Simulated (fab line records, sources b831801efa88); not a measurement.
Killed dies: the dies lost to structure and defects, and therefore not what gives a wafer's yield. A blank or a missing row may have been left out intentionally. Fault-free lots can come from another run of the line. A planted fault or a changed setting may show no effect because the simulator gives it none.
fab line records + flow sky130
record
- lots=14
- wafers=40
- lastDay=50
route steps=708 shown DNWELL@44 VT_ADJUST_HVTP@93 VT_ADJUST_LVTN@105 PAD_OPEN@708
lots that met no fault: taken from a fault-free run of the same line
startH: the number of hours between the record's first day and the start of the first shown wafer of the lot + waitH: how many hours have passed since the lot's step before this one + " unchanged from the row above + L1.1+2: one row covering several wafers at once + - no value, or no start was given + * or withheld: withheld + < > ~ a bound
route shown NAME@n: names a module that has steps shown in the file, with the first one's number in the route + usual: average and standard deviation across the fault-free wafers + same: alike in all rows + chamber/n: place in a boat + sites: the reading at each site + _std_site: their standard deviation + _edge_site: mean of outer sites minus mean of inner sites + radiusMm: for every site, how far away it sits from the centre of the wafer + mask NAME#n: copy n + behind: the most recent tool/chamber to have shaped the wafer + hold: why the lot was held/for how many hours/how that ended + device: the n, p or np transistor that did not switch + end of line: the route-end tests of the same wafers + a step without rows: its recipe alone + killed: count of dies lost to structure and defects at first sort (not the wafer's yield) + map: per-die view of a wafer (x killed, . not killed, _ where there is no die)
set.NAME: the setting as run; set.NAME@STEP: as run at that earlier step + model.NAME: the simulator's own value behind a step, which no gauge read
route steps across a sampled set of lots; one table per step, one row per wafer
services: from which hour (startH, from the record's first day; less than 0 if before it) a tool's chamber was out of use, for how many hours, and why
## steps
# step SKY_DNWELL_TW_MEAS_09
# usual
- DNWELL_TW=1103/14
| lot.wafer | tool         | chamber | startH | waitH | DNWELL_TW |
|-----------|--------------|---------|--------|-------|-----------|
| L871.1    | filmMetro-03 | -       | 51.21  | 0.1   | 1083      |
| L871.2    | "            | -       | "      | "     | 1088      |
| L871.3    | "            | -       | "      | "     | 1088      |
| L873.2    | filmMetro-02 | -       | 66.07  | 0.1   | 1110      |
| L873.3    | "            | -       | "      | "     | 1109      |
| L873.5    | "            | -       | "      | "     | 1108      |
| L874.1    | filmMetro-03 | -       | 67.56  | 0.1   | 1081      |
| L874.3    | "            | -       | "      | "     | 1085      |
| L874.6    | "            | -       | "      | "     | 1080      |
| L875.2    | filmMetro-03 | -       | 72.25  | 0.1   | 1087      |
| L875.4    | "            | -       | "      | "     | 1080      |
| L875.6    | "            | -       | "      | "     | 1086      |
| L879.1    | filmMetro-01 | -       | 95.36  | 0.1   | 1114      |
| L879.5    | "            | -       | "      | "     | 1109      |
| L879.6    | "            | -       | "      | "     | 1114      |
| L880.1    | filmMetro-03 | -       | 99.04  | 0.1   | 1088      |
| L880.4    | "            | -       | "      | "     | 1086      |
| L880.5    | "            | -       | "      | "     | 1084      |
| L881.1    | filmMetro-01 | -       | 108.59 | 0.1   | 1124      |
| L881.4    | "            | -       | "      | "     | 1119      |
| L881.6    | "            | -       | "      | "     | 1120      |
| L882.1    | filmMetro-03 | -       | 117.13 | 0.1   | 1090      |
| L882.4    | "            | -       | "      | "     | 1090      |
| L882.5    | "            | -       | "      | "     | 1091      |
| L883.5    | filmMetro-02 | -       | 118.40 | 0.0   | 1110      |
| L883.6    | "            | -       | "      | "     | 1107      |
| L884.2    | filmMetro-02 | -       | 123.22 | 0.1   | 1103      |
| L884.6    | "            | -       | "      | "     | 1101      |
| L892.2    | filmMetro-02 | -       | 169.12 | 0.1   | 1103      |
| L892.5    | "            | -       | "      | "     | 1097      |
| L892.6    | "            | -       | "      | "     | 1105      |
| L891.3    | filmMetro-01 | -       | 169.55 | 0.1   | 1139      |
| L891.5    | "            | -       | "      | "     | 1133      |
| L891.6    | "            | -       | "      | "     | 1128      |
| L893.1    | filmMetro-02 | -       | 171.44 | 0.1   | 1101      |
| L893.2    | "            | -       | "      | "     | 1106      |
| L893.5    | "            | -       | "      | "     | 1108      |
| L894.2    | filmMetro-03 | -       | 175.60 | 0.1   | 1096      |
| L894.3    | "            | -       | "      | "     | 1087      |
| L894.5    | "            | -       | "      | "     | 1092      |
# step SKY_VT_ADJUST_HVTP_OVL_MEAS_08
# usual
- VT_ADJUST_HVTP_OVL=-0.7/1.4
| lot.wafer | tool       | chamber | startH | waitH | VT_ADJUST_HVTP_OVL[nm] |
|-----------|------------|---------|--------|-------|------------------------|
| L871.1    | overlay-01 | -       | 118.53 | 0.1   | -1.4                   |
| L871.2    | "          | -       | "      | "     | -0.8                   |
| L871.3    | "          | -       | "      | "     | -0.3                   |
| L873.2    | overlay-01 | -       | 136.57 | 0.1   | -0.2                   |
| L873.3    | "          | -       | "      | "     | -0.9                   |
| L873.5    | "          | -       | "      | "     | -0.6                   |
| L874.1    | overlay-01 | -       | 138.78 | 0.1   | -1.0                   |
| L874.3    | "          | -       | "      | "     | 0.3                    |
| L874.6    | "          | -       | "      | "     | -1.5                   |
| L875.2    | overlay-01 | -       | 143.33 | 0.1   | -0.6                   |
| L875.4    | "          | -       | "      | "     | -5.0                   |
| L875.6    | "          | -       | "      | "     | -2.2                   |
| L879.1    | overlay-01 | -       | 170.43 | 0.1   | -1.1                   |
| L879.5    | "          | -       | "      | "     | -2.1                   |
| L879.6    | "          | -       | "      | "     | -4.1                   |
| L880.1    | overlay-02 | -       | 175.78 | 0.1   | 1.9                    |
| L880.4    | "          | -       | "      | "     | 0.1                    |
| L880.5    | "          | -       | "      | "     | 2.7                    |
| L881.1    | overlay-01 | -       | 186.98 | 0.1   | -1.4                   |
| L881.4    | "          | -       | "      | "     | -1.0                   |
| L881.6    | "          | -       | "      | "     | -0.2                   |
| L882.1    | overlay-02 | -       | 196.93 | 0.1   | -0.2                   |
| L882.4    | "          | -       | "      | "     | 0.0                    |
| L882.5    | "          | -       | "      | "     | -0.1                   |
| L883.5    | overlay-01 | -       | 198.65 | 0.0   | -1.3                   |
| L883.6    | "          | -       | "      | "     | -2.0                   |
| L884.2    | overlay-02 | -       | 204.23 | 0.1   | -0.4                   |
| L884.6    | "          | -       | "      | "     | -4.0                   |
| L892.2    | overlay-01 | -       | 257.77 | 0.1   | 1.7                    |
| L892.5    | "          | -       | "      | "     | -1.0                   |
| L892.6    | "          | -       | "      | "     | 2.0                    |
| L891.3    | overlay-01 | -       | 258.24 | 0.1   | 1.6                    |
| L891.5    | "          | -       | "      | "     | 1.4                    |
| L891.6    | "          | -       | "      | "     | 0.6                    |
| L893.1    | overlay-01 | -       | 262.13 | 0.1   | -1.1                   |
| L893.2    | "          | -       | "      | "     | 0.0                    |
| L893.5    | "          | -       | "      | "     | 0.6                    |
| L894.2    | overlay-01 | -       | 265.97 | 0.1   | -0.5                   |
| L894.3    | "          | -       | "      | "     | -0.5                   |
| L894.5    | "          | -       | "      | "     | -0.3                   |
# step SKY_VT_ADJUST_LVTN_IMPLANT_08
# recipe
- species=B
- energyKev=30
- doseCm2=1.57e+12
- tiltDeg=withheld
# usual
- doseIonsCm2=1.5699e+12/2.1e+09
| lot.wafer | tool         | chamber | startH | waitH | doseIonsCm2 |
|-----------|--------------|---------|--------|-------|-------------|
| L871.1    | implanter-01 | 0       | 137.53 | 0.0   | 1.5711e+12  |
| L871.2    | "            | 0       | "      | "     | 1.5687e+12  |
| L871.3    | "            | 0       | "      | "     | 1.5706e+12  |
| L873.2    | implanter-04 | 0       | 155.65 | 0.0   | 1.5689e+12  |
| L873.3    | "            | 0       | "      | "     | 1.5703e+12  |
| L873.5    | "            | 0       | "      | "     | 1.571e+12   |
| L874.1    | implanter-01 | 0       | 157.98 | 0.0   | 1.5662e+12  |
| L874.3    | "            | 0       | "      | "     | 1.5697e+12  |
| L874.6    | "            | 0       | "      | "     | 1.5696e+12  |
| L875.2    | implanter-04 | 0       | 162.69 | 0.0   | 1.57e+12    |
| L875.4    | "            | 0       | "      | "     | 1.5715e+12  |
| L875.6    | "            | 0       | "      | "     | 1.5688e+12  |
| L879.1    | implanter-03 | 0       | 190.83 | 0.0   | 1.5685e+12  |
| L879.5    | "            | 0       | "      | "     | 1.5682e+12  |
| L879.6    | "            | 0       | "      | "     | 1.5703e+12  |
| L880.1    | implanter-03 | 0       | 196.62 | 0.0   | 1.5692e+12  |
| L880.4    | "            | 0       | "      | "     | 1.5695e+12  |
| L880.5    | "            | 0       | "      | "     | 1.5667e+12  |
| L881.1    | implanter-04 | 0       | 208.58 | 0.0   | 1.5691e+12  |
| L881.4    | "            | 0       | "      | "     | 1.5695e+12  |
| L881.6    | "            | 0       | "      | "     | 1.5684e+12  |
| L882.1    | implanter-03 | 0       | 219.12 | 0.0   | 1.5706e+12  |
| L882.4    | "            | 0       | "      | "     | 1.5678e+12  |
| L882.5    | "            | 0       | "      | "     | 1.5667e+12  |
| L883.5    | implanter-03 | 0       | 221.04 | 0.1   | 1.57e+12    |
| L883.6    | "            | 0       | "      | "     | 1.5708e+12  |
| L884.2    | implanter-03 | 0       | 226.74 | 0.0   | 1.5713e+12  |
| L884.6    | "            | 0       | "      | "     | 1.5694e+12  |
| L892.2    | implanter-04 | 0       | 281.42 | 0.0   | 1.5697e+12  |
| L892.5    | "            | 0       | "      | "     | 1.5728e+12  |
| L892.6    | "            | 0       | "      | "     | 1.5715e+12  |
| L891.3    | implanter-01 | 0       | 281.79 | 0.1   | 1.5728e+12  |
| L891.5    | "            | 0       | "      | "     | 1.5728e+12  |
| L891.6    | "            | 0       | "      | "     | 1.5712e+12  |
| L893.1    | implanter-04 | 0       | 286.41 | 0.0   | 1.57e+12    |
| L893.2    | "            | 0       | "      | "     | 1.5733e+12  |
| L893.5    | "            | 0       | "      | "     | 1.5756e+12  |
| L894.2    | implanter-01 | 0       | 290.59 | 0.0   | 1.5699e+12  |
| L894.3    | "            | 0       | "      | "     | 1.5679e+12  |
| L894.5    | "            | 0       | "      | "     | 1.566e+12   |
# step SKY_VT_ADJUST_LVTN_TW_MEAS_10
# usual
- VT_ADJUST_LVTN_TW=239.9/2.2
| lot.wafer | tool         | chamber | startH | waitH | VT_ADJUST_LVTN_TW |
|-----------|--------------|---------|--------|-------|-------------------|
| L871.1    | filmMetro-02 | -       | 137.78 | 0.1   | 239.6             |
| L871.2    | "            | -       | "      | "     | 240.8             |
| L871.3    | "            | -       | "      | "     | 240.4             |
| L873.2    | filmMetro-04 | -       | 155.89 | 0.1   | 235.5             |
| L873.3    | "            | -       | "      | "     | 237.0             |
| L873.5    | "            | -       | "      | "     | 236.4             |
| L874.1    | filmMetro-02 | -       | 158.23 | 0.1   | 238.2             |
| L874.3    | "            | -       | "      | "     | 237.5             |
| L874.6    | "            | -       | "      | "     | 238.9             |
| L875.2    | filmMetro-01 | -       | 162.93 | 0.1   | 243.4             |
| L875.4    | "            | -       | "      | "     | 244.6             |
| L875.6    | "            | -       | "      | "     | 243.6             |
| L879.1    | filmMetro-04 | -       | 191.08 | 0.1   | 238.7             |
| L879.5    | "            | -       | "      | "     | 237.1             |
| L879.6    | "            | -       | "      | "     | 237.0             |
| L880.1    | filmMetro-04 | -       | 196.87 | 0.1   | 235.9             |
| L880.4    | "            | -       | "      | "     | 237.0             |
| L880.5    | "            | -       | "      | "     | 238.4             |
| L881.1    | filmMetro-02 | -       | 208.83 | 0.1   | 240.6             |
| L881.4    | "            | -       | "      | "     | 241.2             |
| L881.6    | "            | -       | "      | "     | 239.7             |
| L882.1    | filmMetro-01 | -       | 219.37 | 0.1   | 240.6             |
| L882.4    | "            | -       | "      | "     | 241.3             |
| L882.5    | "            | -       | "      | "     | 232.6             |
| L883.5    | filmMetro-02 | -       | 221.23 | 0.0   | 229.3             |
| L883.6    | "            | -       | "      | "     | 230.1             |
| L884.2    | filmMetro-04 | -       | 226.98 | 0.1   | 239.4             |
| L884.6    | "            | -       | "      | "     | 230.6             |
| L892.2    | filmMetro-01 | -       | 281.65 | 0.1   | 243.3             |
| L892.5    | "            | -       | "      | "     | 243.2             |
| L892.6    | "            | -       | "      | "     | 243.4             |
| L891.3    | filmMetro-02 | -       | 282.01 | 0.1   | 239.7             |
| L891.5    | "            | -       | "      | "     | 239.4             |
| L891.6    | "            | -       | "      | "     | 238.3             |
| L893.1    | filmMetro-02 | -       | 286.66 | 0.1   | 239.3             |
| L893.2    | "            | -       | "      | "     | 239.0             |
| L893.5    | "            | -       | "      | "     | 239.7             |
| L894.2    | filmMetro-04 | -       | 290.82 | 0.1   | 240.0             |
| L894.3    | "            | -       | "      | "     | 239.9             |
| L894.5    | "            | -       | "      | "     | 238.5             |
# step SKY_VT_ADJUST_LVTN_OVL_MEAS_18
# usual
- VT_ADJUST_LVTN_01_OVL=-0.3/1.4
| lot.wafer | tool       | chamber | startH | waitH | VT_ADJUST_LVTN_01_OVL[nm] |
|-----------|------------|---------|--------|-------|---------------------------|
| L871.1    | overlay-01 | -       | 156.19 | 0.1   | -2.6                      |
| L871.2    | "          | -       | "      | "     | 1.5                       |
| L871.3    | "          | -       | "      | "     | -2.6                      |
| L873.2    | overlay-01 | -       | 176.55 | 0.1   | 0.1                       |
| L873.3    | "          | -       | "      | "     | 0.3                       |
| L873.5    | "          | -       | "      | "     | -1.4                      |
| L874.1    | overlay-01 | -       | 178.09 | 0.1   | -1.5                      |
| L874.3    | "          | -       | "      | "     | 1.8                       |
| L874.6    | "          | -       | "      | "     | 1.7                       |
| L875.2    | overlay-02 | -       | 183.59 | 0.1   | -0.3                      |
| L875.4    | "          | -       | "      | "     | -0.3                      |
| L875.6    | "          | -       | "      | "     | 0.6                       |
| L879.1    | overlay-01 | -       | 212.54 | 0.1   | -1.3                      |
| L879.5    | "          | -       | "      | "     | -1.7                      |
| L879.6    | "          | -       | "      | "     | 0.3                       |
| L880.1    | overlay-02 | -       | 218.49 | 0.1   | 0.2                       |
| L880.4    | "          | -       | "      | "     | -0.1                      |
| L880.5    | "          | -       | "      | "     | 0.9                       |
| L881.1    | overlay-01 | -       | 231.46 | 0.1   | -1.4                      |
| L881.4    | "          | -       | "      | "     | 0.8                       |
| L881.6    | "          | -       | "      | "     | -5.0                      |
| L882.1    | overlay-02 | -       | 241.88 | 0.1   | -3.0                      |
| L882.4    | "          | -       | "      | "     | -2.2                      |
| L882.5    | "          | -       | "      | "     | 1.3                       |
| L883.5    | overlay-02 | -       | 243.10 | 0.0   | -2.2                      |
| L883.6    | "          | -       | "      | "     | -2.2                      |
| L884.2    | overlay-02 | -       | 249.63 | 0.1   | -1.4                      |
| L884.6    | "          | -       | "      | "     | 0.4                       |
| L892.2    | overlay-02 | -       | 307.78 | 0.1   | 0.5                       |
| L892.5    | "          | -       | "      | "     | 0.1                       |
| L892.6    | "          | -       | "      | "     | -1.1                      |
| L891.3    | overlay-01 | -       | 307.82 | 0.1   | 2.3                       |
| L891.5    | "          | -       | "      | "     | -0.5                      |
| L891.6    | "          | -       | "      | "     | 1.2                       |
| L893.1    | overlay-01 | -       | 312.53 | 0.1   | 0.9                       |
| L893.2    | "          | -       | "      | "     | 2.0                       |
| L893.5    | "          | -       | "      | "     | 1.1                       |
| L894.2    | overlay-01 | -       | 316.16 | 0.1   | 1.8                       |
| L894.3    | "          | -       | "      | "     | 2.2                       |
| L894.5    | "          | -       | "      | "     | -0.1                      |
# step SKY_PAD_OPEN_PROBE_99
# usual
- killed_at_M0_to_M3=43/7.2
- killed_at_M4_up=3.3/1.8
- killedAtContacts=23/5.5
- killedAtFrontEnd=16/5.1
- killedAtOther=0.4/0.65
- killedDies=85/10
- killedOnRim=17/4.3
- killedOpen=46/7.1
- killedShort=38/7.2
# same
- grossDies=492
- killedAtBackSide=0
| lot.wafer | tool      | chamber | startH  | waitH | killed_at_M0_to_M3 | killed_at_M4_up | killedAtContacts | killedAtFrontEnd | killedAtOther | killedDies | killedOnRim | killedOpen | killedShort |
|-----------|-----------|---------|---------|-------|--------------------|-----------------|------------------|------------------|---------------|------------|-------------|------------|-------------|
| L884.6    | prober-02 | -       | 1153.98 | 0.2   | 35                 | 5               | 24               | 23               | 1             | 88         | 24          | 36         | 49          |
# killed by level:class
L884.6 CONTACT:geometricParticle:open=8 POLY_GATE:geometricParticle:short=7 LOCAL_INTERCONNECT:geometricParticle:short=7 POLY_GATE:geometricParticle:open=6 VIA1:geometricParticle:short=6 VIA1:geometricParticle:open=6 VIA2:geometricParticle:open=6 FIELD_ISO:geometricParticle:short=5
## services
| tool         | chamber | startH | hours | kind   |
|--------------|---------|--------|-------|--------|
| implanter-04 | -       | 176.49 | 2.9   | repair |
| implanter-03 | -       | 180.31 | 0.7   | repair |
| implanter-01 | -       | 202.17 | 4.3   | pm     |
| implanter-01 | -       | 209.83 | 18.8  | pm     |
| implanter-03 | -       | 239.13 | 3.8   | pm     |
| implanter-01 | -       | 239.27 | 3.7   | repair |
| implanter-04 | -       | 267.89 | 0.7   | repair |
| implanter-04 | -       | 275.39 | 4.4   | pm     |
| implanter-03 | -       | 281.23 | 3.5   | repair |
| implanter-03 | -       | 287.48 | 3.6   | pm     |
## key
firstSign
- step=SKY_VT_ADJUST_LVTN_TW_MEAS_10
- reading=VT_ADJUST_LVTN_TW
- direction=down
- sigmas=4.2
- usual=239.9
- struck=230.6
effect none on later readings
metAt SKY_VT_ADJUST_LVTN_IMPLANT_08
struckLots L882,L883,L884
struckWafers L882.5,L883.5,L883.6,L884.6
testerLeftOut L882,L883,L884
notActingAt SKY_DNWELL_TW_MEAS_09,SKY_VT_ADJUST_HVTP_OVL_MEAS_08,SKY_VT_ADJUST_LVTN_OVL_MEAS_18
onsetBetween 196.62 219.12
fault
- kind=processParameterDrift
- tool=implanter-03
- chamber=-
- onsetH=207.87
- steps=SKY_VT_ADJUST_LVTN_IMPLANT_08
- channel=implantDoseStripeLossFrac
- offset=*
- shape=step
- endH=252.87
- scope=struckWafersOnly
# testerLeftOut: of these lots the tester's yield and bins aren't shown, on N5 and GAA mostly nor the transistor test; their killed dies are dies lost to structure and defects alone, not to doping, threshold or leakage, so they don't give the yield
